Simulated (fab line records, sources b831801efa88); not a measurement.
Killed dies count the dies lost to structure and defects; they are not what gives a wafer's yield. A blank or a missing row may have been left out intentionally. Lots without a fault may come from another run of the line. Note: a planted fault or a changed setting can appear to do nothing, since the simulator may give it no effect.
fab line records -- flow sky130
[record] lots = 6, wafers = 18, last_day = 49
route steps=708 shown LDD_N@245 LDD_P@255 PAD_OPEN@708
lots that met no fault: taken from a fault-free run of the same line
start_h: the number of hours between the record's first day and the start of the first shown wafer of the lot -- wait_h: hours elapsed since this lot's preceding step -- " same as the row above -- L1.1+2: one row covering several wafers at once -- - no value present, or no start provided -- * or withheld: withheld -- < > ~ a bound
route shown NAME@n: NAME is a module with steps in the file, n the number in the route of the first one -- usual: mean and standard deviation over wafers with no fault -- same: alike in all rows -- chamber/n: place in a boat -- sites: the reading at each site -- _std_site: their standard deviation -- _edge_site: outer sites' mean less inner sites' -- radius_mm: for every site, how far away it sits from the centre of the wafer -- mask NAME#n: copy n -- behind: the last tool/chamber to shape the wafer -- hold: what put the lot on hold/how long, in hours/how the hold closed -- device: whichever transistor did not switch (one of n, p or np) -- end of line: the same wafers' tests at the end of the route -- a step given without rows: its recipe and nothing more -- killed: the dies lost at the first sort to structure and to defects; this is not the yield of the wafer -- map: a wafer's dies, x killed, . not, _ none there
set.NAME: the setting that was run; set.NAME@STEP: the one run at that earlier step -- model.NAME: the simulator's own value behind a step, which no gauge read
certain route steps with their lots: each step a table, each wafer a row
services: when a tool's chamber went out of use (start_h, in hours from the record's first day, below 0 if earlier), for how many hours, and the reason
[[steps]]
[step SKY_LDD_N_IMPLANT_08]
[recipe] species = As, energy_kev = 20, dose_cm2 = 7.5e+13, tilt_deg = withheld, rotation_deg = 23
[step SKY_LDD_N_IMPLANT_09]
[recipe] species = As, energy_kev = 20, dose_cm2 = 7.5e+13, tilt_deg = withheld, rotation_deg = 113
[step SKY_LDD_N_IMPLANT_10]
[recipe] species = As, energy_kev = 20, dose_cm2 = 7.5e+13, tilt_deg = withheld, rotation_deg = 203
[step SKY_LDD_N_IMPLANT_11]
[recipe] species = As, energy_kev = 20, dose_cm2 = 7.5e+13, tilt_deg = withheld, rotation_deg = 293
[step SKY_LDD_N_IMPLANT_12]
[recipe] species = BF2, energy_kev = 50, dose_cm2 = 5e+12, tilt_deg = 30, rotation_deg = 0
[step SKY_LDD_N_IMPLANT_13]
[recipe] species = BF2, energy_kev = 50, dose_cm2 = 5e+12, tilt_deg = 30, rotation_deg = 90
[step SKY_LDD_N_IMPLANT_14]
[recipe] species = BF2, energy_kev = 50, dose_cm2 = 5e+12, tilt_deg = 30, rotation_deg = 180
[step SKY_LDD_N_IMPLANT_15]
[recipe] species = BF2, energy_kev = 50, dose_cm2 = 5e+12, tilt_deg = 30, rotation_deg = 270
[step SKY_LDD_N_STRIP_16]
[recipe] chemistry = O2/N2, power_w = 1400, pressure_mtorr = 1500, platen_temp_c = withheld, o2_flow_sccm = 3000, n2_flow_sccm = 300, overash_fraction = 0.5
[usual] drypump_motor_current_A = 5.5/0.52, oes_product_au = 0.407/0.0051, strip_time_to_endpoint_s = 4.314/0.014
lot.wafer,tool,chamber,start_h,wait_h,drypump_motor_current_A,oes_product_au,rf_hours_counter_h,strip_time_to_endpoint_s
L285.2,plasma_asher-03,1,447.64,0.1,5.6,0.403,33,4.315
L285.3,plasma_asher-03,1,447.64,0.1,5.7,0.407,-,4.324
L285.4,plasma_asher-03,0,447.64,0.1,6.1,0.416,-,4.322
L288.1,plasma_asher-04,0,458.64,0.1,6.2,0.413,68,4.315
L288.3,plasma_asher-04,1,458.64,0.1,5.6,0.411,-,4.290
L288.6,plasma_asher-04,0,458.64,0.1,6.2,0.403,-,4.298
L290.1,plasma_asher-03,0,524.54,0.1,6.1,0.400,42,4.329
L290.3,plasma_asher-03,0,524.54,0.1,6.1,0.407,-,4.322
L290.5,plasma_asher-03,0,524.54,0.1,6.1,0.405,-,4.328
L289.1,plasma_asher-02,1,529.42,0.1,4.7,0.400,84,4.317
L289.2,plasma_asher-02,0,529.42,0.1,5.2,0.398,84,4.273
L289.3,plasma_asher-02,1,529.42,0.1,4.7,0.403,-,4.298
L301.3,plasma_asher-04,1,567.09,0.1,5.5,0.400,-,4.324
L301.4,plasma_asher-04,0,567.09,0.1,6.2,0.401,-,4.298
L301.6,plasma_asher-04,1,567.09,0.1,5.5,0.396,-,4.302
L303.1,plasma_asher-02,1,572.29,0.1,4.7,0.408,88,4.285
L303.2,plasma_asher-02,0,572.29,0.1,5.2,0.409,88,4.292
L303.6,plasma_asher-02,0,572.29,0.1,5.2,0.404,-,4.313
[step SKY_LDD_N_TW_MEAS_17]
[usual] LDD_N_TW = 2616/25
lot.wafer,tool,chamber,start_h,wait_h,LDD_N_TW
L285.2,film_metro-01,-,447.75,0.1,2652
L285.3,film_metro-01,-,447.75,0.1,2642
L285.4,film_metro-01,-,447.75,0.1,2639
L288.1,film_metro-01,-,458.74,0.1,2640
L288.3,film_metro-01,-,458.74,0.1,2631
L288.6,film_metro-01,-,458.74,0.1,2637
L290.1,film_metro-03,-,524.64,0.1,2610
L290.3,film_metro-03,-,524.64,0.1,2613
L290.5,film_metro-03,-,524.64,0.1,2614
L289.1,film_metro-03,-,529.52,0.1,2621
L289.2,film_metro-03,-,529.52,0.1,2625
L289.3,film_metro-03,-,529.52,0.1,2615
L301.3,film_metro-01,-,567.18,0.1,2643
L301.4,film_metro-01,-,567.18,0.1,2637
L301.6,film_metro-01,-,567.18,0.1,2633
L303.1,film_metro-02,-,572.39,0.1,2601
L303.2,film_metro-02,-,572.39,0.1,2599
L303.6,film_metro-02,-,572.39,0.1,2594
[step SKY_LDD_P_DEHYDRATE_00]
[recipe] temp_c = 200, time_s = 60
[step SKY_LDD_P_HMDS_01]
[recipe] prime_time_s = 60, prime_temp_c = 120
[step SKY_LDD_P_COAT_02]
[recipe] resist = NOVOLAK, spin_rpm = 3000, resist_thk_nm = 1140
[usual] resist_line_temp_C = 23.00/0.12, spin_speed_rpm = 2999.6/1.8
lot.wafer,tool,chamber,start_h,wait_h,resist_line_temp_C,spin_speed_rpm,model.NOVOLAK_of_LDD_P_COAT_02.thk_nm
L285.2,litho_track-03,0,462.67,0.1,22.86,2999.6,1136
L285.3,litho_track-03,0,462.67,0.1,22.93,3001.2,1133
L285.4,litho_track-03,0,462.67,0.1,23.14,2997.9,1137
L288.1,litho_track-04,0,472.83,0.1,23.00,2998.5,1145
L288.3,litho_track-04,0,472.83,0.1,22.97,2999.2,1145
L288.6,litho_track-04,0,472.83,0.1,22.79,2997.4,1139
L290.1,litho_track-04,0,539.18,0.1,22.99,3508.3,1050
L290.3,litho_track-04,0,539.18,0.1,22.93,3507.9,1054
L290.5,litho_track-04,0,539.18,0.1,23.01,3511.9,1057
L289.1,litho_track-04,0,544.03,0.1,23.04,3506.3,1053
L289.2,litho_track-04,0,544.03,0.1,23.10,3507.4,1054
L289.3,litho_track-04,0,544.03,0.1,22.85,3506.3,1055
L301.3,litho_track-02,0,582.32,0.1,23.00,3001.2,1145
L301.4,litho_track-02,0,582.32,0.1,22.89,2998.6,1143
L301.6,litho_track-02,0,582.32,0.1,22.64,2997.4,1142
L303.1,litho_track-02,0,586.57,0.1,22.98,3001.3,1138
L303.2,litho_track-02,0,586.57,0.1,22.97,2998.7,1135
L303.6,litho_track-02,0,586.57,0.1,23.06,2998.8,1139
[step SKY_LDD_P_SOFTBAKE_03]
[recipe] temp_c = 90, time_s = 60, resist = NOVOLAK
[step SKY_LDD_P_EXPOSE_04]
[recipe] mask_id = PSDM, na = 0.6, source_shape = conventional, sigma_outer = 0.6, polarization = unpolarized, target_cd_nm = 380, dose_mj = 138
[step SKY_LDD_P_PEB_05]
[recipe] temp_c = withheld, time_s = *, resist = NOVOLAK
[step SKY_LDD_P_DEVELOP_06]
[recipe] resist = NOVOLAK, developer = TMAH, develop_time_s = 61.53, dev_temp_c = 23
[usual] resist_line_temp_C = 22.99/0.098
lot.wafer,tool,chamber,start_h,wait_h,resist_line_temp_C,model.NOVOLAK_of_LDD_P_COAT_02.thk_nm,model.LDD_P.cd_nm
L285.2,litho_track-02,0,478.10,0.1,22.94,1135,377.2
L285.3,litho_track-02,0,478.10,0.1,22.89,1133,378.7
L285.4,litho_track-02,0,478.10,0.1,23.02,1137,375
L288.1,litho_track-02,0,488.67,0.1,22.94,1145,377.2
L288.3,litho_track-02,0,488.67,0.1,22.93,1144,379.1
L288.6,litho_track-02,0,488.67,0.1,23.12,1139,378.7
L290.1,litho_track-04,0,554.08,0.1,22.91,1050,389.5
L290.3,litho_track-04,0,554.08,0.1,22.97,1054,387.8
L290.5,litho_track-04,0,554.08,0.1,22.94,1056,390.6
L289.1,litho_track-02,0,558.47,0.1,22.95,1053,382.7
L289.2,litho_track-02,0,558.47,0.1,23.07,1054,385.1
L289.3,litho_track-02,0,558.47,0.1,22.84,1054,384.5
L301.3,litho_track-02,0,596.12,0.1,23.14,1144,379
L301.4,litho_track-02,0,596.12,0.1,23.22,1143,378.2
L301.6,litho_track-02,0,596.12,0.1,23.13,1141,379.4
L303.1,litho_track-04,0,601.63,0.1,22.95,1138,384.6
L303.2,litho_track-04,0,601.63,0.1,23.19,1135,382.2
L303.6,litho_track-04,0,601.63,0.1,23.13,1138,383.4
[step SKY_LDD_P_CD_MEAS_07]
[recipe] target_cd_nm = 380
[usual] cd_nm = 380.0/2.8
lot.wafer,tool,chamber,start_h,wait_h,cd_nm
L285.2,cd_sem-02,-,478.24,0.1,377.4
L285.3,cd_sem-02,-,478.24,0.1,378.8
L285.4,cd_sem-02,-,478.24,0.1,375.1
L288.1,cd_sem-01,-,488.82,0.1,377.0
L288.3,cd_sem-01,-,488.82,0.1,379.0
L288.6,cd_sem-01,-,488.82,0.1,378.6
L290.1,cd_sem-02,-,554.23,0.1,389.8
L290.3,cd_sem-02,-,554.23,0.1,388.1
L290.5,cd_sem-02,-,554.23,0.1,390.6
L289.1,cd_sem-01,-,558.62,0.1,383.0
L289.2,cd_sem-01,-,558.62,0.1,384.8
L289.3,cd_sem-01,-,558.62,0.1,384.2
L301.3,cd_sem-02,-,596.26,0.1,378.6
L301.4,cd_sem-02,-,596.26,0.1,378.1
L301.6,cd_sem-02,-,596.26,0.1,379.6
L303.1,cd_sem-01,-,601.78,0.1,384.7
L303.2,cd_sem-01,-,601.78,0.1,382.2
L303.6,cd_sem-01,-,601.78,0.1,382.9
[step SKY_LDD_P_OVL_MEAS_08]
[usual] LDD_P_OVL = -0.3/1.3
lot.wafer,tool,chamber,start_h,wait_h,LDD_P_OVL[nm]
L285.2,overlay-02,-,478.35,0.1,1.4
L285.3,overlay-02,-,478.35,0.1,0.8
L285.4,overlay-02,-,478.35,0.1,-1.5
L288.1,overlay-01,-,488.94,0.1,0.5
L288.3,overlay-01,-,488.94,0.1,0.4
L288.6,overlay-01,-,488.94,0.1,0.5
L290.1,overlay-01,-,554.35,0.1,0.1
L290.3,overlay-01,-,554.35,0.1,0.5
L290.5,overlay-01,-,554.35,0.1,0.3
L289.1,overlay-01,-,558.74,0.1,-1.6
L289.2,overlay-01,-,558.74,0.1,0.6
L289.3,overlay-01,-,558.74,0.1,-1.7
L301.3,overlay-02,-,596.35,0.1,0.8
L301.4,overlay-02,-,596.35,0.1,0.4
L301.6,overlay-02,-,596.35,0.1,1.0
L303.1,overlay-02,-,601.90,0.1,-4.0
L303.2,overlay-02,-,601.90,0.1,0.1
L303.6,overlay-02,-,601.90,0.1,-1.6
[step SKY_LDD_P_IMPLANT_09]
[recipe] species = BF2, energy_kev = 25, dose_cm2 = 1e+13, tilt_deg = withheld
[step SKY_LDD_P_STRIP_10]
[recipe] chemistry = O2/N2, power_w = 1400, pressure_mtorr = 1500, platen_temp_c = withheld, o2_flow_sccm = 3000, n2_flow_sccm = 300, overash_fraction = 0.5
[usual] drypump_motor_current_A = 5.85/0.26, oes_product_au = 0.716/0.0044, strip_time_to_endpoint_s = 14.18/0.042
lot.wafer,tool,chamber,start_h,wait_h,drypump_motor_current_A,oes_product_au,rf_hours_counter_h,strip_time_to_endpoint_s
L285.2,plasma_asher-03,1,478.53,0.1,5.66,0.708,37,14.13
L285.3,plasma_asher-03,1,478.53,0.1,5.69,0.717,-,14.11
L285.4,plasma_asher-03,0,478.53,0.1,6.11,0.719,-,14.13
L288.1,plasma_asher-03,0,489.13,0.1,6.13,0.715,38,14.23
L288.3,plasma_asher-03,0,489.13,0.1,6.12,0.712,-,14.24
L288.6,plasma_asher-03,1,489.13,0.1,5.65,0.724,-,14.17
L290.1,plasma_asher-04,1,554.54,0.1,5.53,0.716,78,13.15
L290.3,plasma_asher-04,1,554.54,0.1,5.55,0.716,-,13.17
L290.5,plasma_asher-04,1,554.54,0.1,5.50,0.715,-,13.18
L289.1,plasma_asher-03,0,558.93,0.1,6.13,0.712,45,13.16
L289.2,plasma_asher-03,1,558.93,0.1,5.68,0.716,45,13.18
L289.3,plasma_asher-03,0,558.93,0.1,6.11,0.720,-,13.17
L301.3,plasma_asher-01,0,596.56,0.1,5.63,0.722,-,14.23
L301.4,plasma_asher-01,1,596.56,0.1,6.03,0.715,-,14.20
L301.6,plasma_asher-01,1,596.56,0.1,6.05,0.718,-,14.20
L303.1,plasma_asher-04,0,602.09,0.1,6.16,0.714,83,14.18
L303.2,plasma_asher-04,1,602.09,0.1,5.53,0.716,83,14.14
L303.6,plasma_asher-04,0,602.09,0.1,6.16,0.728,-,14.16
[step SKY_LDD_P_TW_MEAS_11]
[usual] LDD_P_TW = 646/3.7
lot.wafer,tool,chamber,start_h,wait_h,LDD_P_TW
L285.2,film_metro-01,-,478.64,0.1,650
L285.3,film_metro-01,-,478.64,0.1,645
L285.4,film_metro-01,-,478.64,0.1,647
L288.1,film_metro-01,-,489.23,0.1,647
L288.3,film_metro-01,-,489.23,0.1,645
L288.6,film_metro-01,-,489.23,0.1,649
L290.1,film_metro-01,-,554.64,0.1,647
L290.3,film_metro-01,-,554.64,0.1,651
L290.5,film_metro-01,-,554.64,0.1,646
L289.1,film_metro-04,-,559.04,0.1,641
L289.2,film_metro-04,-,559.04,0.1,641
L289.3,film_metro-04,-,559.04,0.1,641
L301.3,film_metro-03,-,596.65,0.1,644
L301.4,film_metro-03,-,596.65,0.1,648
L301.6,film_metro-03,-,596.65,0.1,645
L303.1,film_metro-01,-,602.19,0.1,647
L303.2,film_metro-01,-,602.19,0.1,647
L303.6,film_metro-01,-,602.19,0.1,649
[step SKY_PAD_OPEN_PROBE_99]
[usual] killed_at_M0_to_M3 = 42/7.4, killed_at_M4_up = 3.5/1.9, killed_at_contacts = 24/5.2, killed_at_front_end = 15/4.5, killed_at_other = 0.2/0.53, killed_dies = 85/9.8, killed_open = 46/7.6, killed_short = 39/6.5
[same] gross_dies = 492, killed_at_back_side = 0
lot.wafer,tool,chamber,start_h,wait_h,killed_at_M0_to_M3,killed_at_M4_up,killed_at_contacts,killed_at_front_end,killed_at_other,killed_dies,killed_open,killed_short
L285.2,prober-01,-,1106.77,0.1,48,1,23,12,1,85,49,36
L285.3,prober-01,-,1106.82,0.2,39,0,22,14,0,75,39,36
L285.4,prober-01,-,1106.87,0.2,37,1,29,18,0,85,52,33
L288.1,prober-01,-,1108.22,0.1,47,4,28,7,2,88,49,39
L288.3,prober-01,-,1108.32,0.2,54,3,32,20,0,109,70,39
L288.6,prober-01,-,1108.47,0.2,51,3,31,11,0,96,49,47
L290.1,prober-01,-,1158.77,0.1,49,2,34,10,2,97,48,49
L290.3,prober-01,-,1158.87,0.2,28,2,21,11,0,62,40,22
L290.5,prober-01,-,1158.97,0.2,39,7,22,16,0,84,39,45
L289.1,prober-01,-,1161.57,0.1,36,2,23,21,0,82,50,32
L289.2,prober-01,-,1161.62,0.1,35,6,23,15,1,80,44,36
L289.3,prober-01,-,1161.67,0.2,43,5,21,7,0,76,38,38
L301.3,prober-01,-,1185.30,0.2,37,5,36,20,1,99,62,37
L301.4,prober-01,-,1185.35,0.2,47,4,26,22,0,99,50,49
L301.6,prober-01,-,1185.45,0.2,35,8,30,16,0,89,55,34
L303.1,prober-01,-,1185.50,0.4,48,6,21,18,0,93,53,40
L303.2,prober-01,-,1185.55,0.4,35,6,27,18,0,86,41,45
L303.6,prober-01,-,1185.75,0.5,43,3,32,15,0,93,58,35
// killed by level:class
L285.2 VIA1:geometric_particle:open=14 CONTACT:geometric_particle:open=8 VIA3:geometric_particle:open=8 FIELD_ISO:geometric_particle:short=5 LI_CONTACT:geometric_particle:open=5 VIA2:geometric_particle:open=5 VIA2:geometric_particle:short=5 VIA1:geometric_particle:short=4
L285.3 VIA1:geometric_particle:open=8 VIA2:geometric_particle:open=7 LI_CONTACT:geometric_particle:open=6 VIA3:geometric_particle:open=6 LI_CONTACT:geometric_particle:short=5 CONTACT:geometric_particle:short=5 POLY_GATE:geometric_particle:open=4 CONTACT:geometric_particle:open=4
L285.4 CONTACT:geometric_particle:open=14 VIA1:geometric_particle:open=10 LI_CONTACT:geometric_particle:open=7 METAL1:geometric_particle:short=6 FIELD_ISO:geometric_particle:open=5 CONTACT:geometric_particle:short=5 VIA3:geometric_particle:open=4 FIELD_ISO:geometric_particle:short=3
L288.1 VIA1:geometric_particle:open=14 LI_CONTACT:geometric_particle:open=11 METAL2:geometric_particle:short=8 VIA3:geometric_particle:open=8 LI_CONTACT:geometric_particle:short=7 CONTACT:geometric_particle:open=5 VIA1:geometric_particle:short=4 VIA3:geometric_particle:short=4
L288.3 VIA1:geometric_particle:open=19 CONTACT:geometric_particle:open=13 LI_CONTACT:geometric_particle:open=12 VIA3:geometric_particle:open=8 POLY_GATE:geometric_particle:short=6 FIELD_ISO:geometric_particle:short=5 VIA1:geometric_particle:short=5 METAL2:geometric_particle:short=5
L288.6 VIA1:geometric_particle:open=11 METAL1:geometric_particle:short=9 CONTACT:geometric_particle:open=8 VIA2:geometric_particle:open=8 CONTACT:geometric_particle:short=6 VIA3:geometric_particle:open=6 LI_CONTACT:geometric_particle:open=5 LOCAL_INTERCONNECT:geometric_particle:short=5
L290.1 CONTACT:geometric_particle:open=14 VIA1:geometric_particle:open=10 LI_CONTACT:geometric_particle:open=8 METAL1:geometric_particle:short=8 VIA2:geometric_particle:open=7 CONTACT:geometric_particle:short=7 VIA3:geometric_particle:short=5 FIELD_ISO:geometric_particle:short=4
L290.3 LI_CONTACT:geometric_particle:open=8 CONTACT:geometric_particle:open=7 VIA1:geometric_particle:open=6 VIA3:geometric_particle:open=6 METAL2:geometric_particle:short=4 POLY_GATE:geometric_particle:short=3 SPACER:geometric_particle:open=3 LI_CONTACT:geometric_particle:short=3
L290.5 VIA2:geometric_particle:open=8 VIA1:geometric_particle:open=7 CONTACT:geometric_particle:short=6 METAL4:geometric_particle:short=6 FIELD_ISO:geometric_particle:short=5 LI_CONTACT:geometric_particle:short=5 CONTACT:geometric_particle:open=5 METAL2:geometric_particle:short=5
L289.1 CONTACT:geometric_particle:open=10 VIA1:geometric_particle:open=9 FIELD_ISO:geometric_particle:open=6 VIA2:geometric_particle:short=6 POLY_GATE:geometric_particle:open=5 METAL1:geometric_particle:short=5 VIA3:geometric_particle:open=5 CONTACT:geometric_particle:short=4
L289.2 VIA1:geometric_particle:open=8 LI_CONTACT:geometric_particle:open=7 CONTACT:geometric_particle:open=7 VIA1:geometric_particle:short=6 POLY_GATE:geometric_particle:open=5 METAL4:geometric_particle:short=5 LOCAL_INTERCONNECT:geometric_particle:short=4 VIA2:geometric_particle:open=4
L289.3 CONTACT:geometric_particle:open=11 METAL1:geometric_particle:short=7 VIA1:geometric_particle:open=7 VIA1:geometric_particle:short=6 VIA2:geometric_particle:open=6 LOCAL_INTERCONNECT:geometric_particle:short=5 VIA3:geometric_particle:open=5 METAL4:geometric_particle:short=5
L301.3 CONTACT:geometric_particle:open=12 LI_CONTACT:geometric_particle:open=11 VIA2:geometric_particle:open=9 VIA1:geometric_particle:open=8 FIELD_ISO:geometric_particle:open=6 CONTACT:geometric_particle:short=6 LOCAL_INTERCONNECT:geometric_particle:short=5 METAL1:geometric_particle:short=5
L301.4 VIA1:geometric_particle:open=14 METAL1:geometric_particle:short=8 LI_CONTACT:geometric_particle:open=7 CONTACT:geometric_particle:open=7 POLY_GATE:geometric_particle:short=5 POLY_GATE:geometric_particle:open=5 VIA2:geometric_particle:open=5 LI_CONTACT:geometric_particle:short=4
L301.6 LI_CONTACT:geometric_particle:open=14 VIA1:geometric_particle:open=9 METAL1:geometric_particle:short=7 LOCAL_INTERCONNECT:geometric_particle:short=6 CONTACT:geometric_particle:open=5 VIA2:geometric_particle:open=5 VIA1:geometric_particle:short=4 VIA3:geometric_particle:open=4
L303.1 VIA2:geometric_particle:open=11 CONTACT:geometric_particle:open=9 VIA1:geometric_particle:open=8 POLY_GATE:geometric_particle:short=5 VIA3:geometric_particle:open=5 CONTACT:geometric_particle:short=5 METAL2:geometric_particle:short=5 METAL4:geometric_particle:short=5
L303.2 VIA1:geometric_particle:open=8 LOCAL_INTERCONNECT:geometric_particle:short=7 CONTACT:geometric_particle:open=6 VIA2:geometric_particle:open=6 METAL2:geometric_particle:short=5 VIA1:geometric_particle:short=5 VIA3:geometric_particle:open=5 POLY_GATE:geometric_particle:short=4
L303.6 CONTACT:geometric_particle:open=15 VIA1:geometric_particle:open=9 VIA2:geometric_particle:open=9 LI_CONTACT:geometric_particle:open=7 VIA3:geometric_particle:open=7 FIELD_ISO:geometric_particle:short=6 CONTACT:geometric_particle:short=5 METAL2:geometric_particle:short=5
[[services]]
tool,chamber,start_h,hours,kind
plasma_asher-01,0,430.25,-,clean
plasma_asher-01,1,430.25,-,clean
plasma_asher-02,-,443.33,38.4,repair
[[key]]
[first_sign] step = SKY_LDD_P_COAT_02, reading = spin_speed_rpm, direction = up, sigmas = 99+, usual = 2999.6, struck = 3508.0
[effect] step = SKY_LDD_P_CD_MEAS_07, reading = cd_nm, direction = up, sigmas = 2.4, usual = 380.0, struck = 386.7
[effect] step = SKY_LDD_P_STRIP_10, reading = strip_time_to_endpoint_s, direction = down, sigmas = 24, usual = *, struck = *
[model_effect] step = SKY_LDD_P_COAT_02, value = NOVOLAK_of_LDD_P_COAT_02.thk_nm, without = 1139, struck = 1054
[model_effect] step = SKY_LDD_P_DEVELOP_06, value = NOVOLAK_of_LDD_P_COAT_02.thk_nm, without = 1139, struck = 1053
met_at SKY_LDD_P_COAT_02
struck_wafers L289.1,L289.2,L289.3,L290.1,L290.3,L290.5
tester_left_out L289,L290
onset_between 472.83 539.18
[fault] kind = process_parameter_drift, tool = litho_track-04, chamber = -, onset_h = 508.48, steps = SKY_LDD_P_COAT_02, channel = spin_rpm, offset = 507.63, shape = step, end_h = 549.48, acts_in = these_recipes_only, stated = 3000
// tester_left_out: of these lots the tester's yield and bins aren't shown, on N5 and GAA mostly nor the transistor test; their killed dies are dies lost to structure and defects alone, not to doping, threshold or leakage, so they don't give the yield
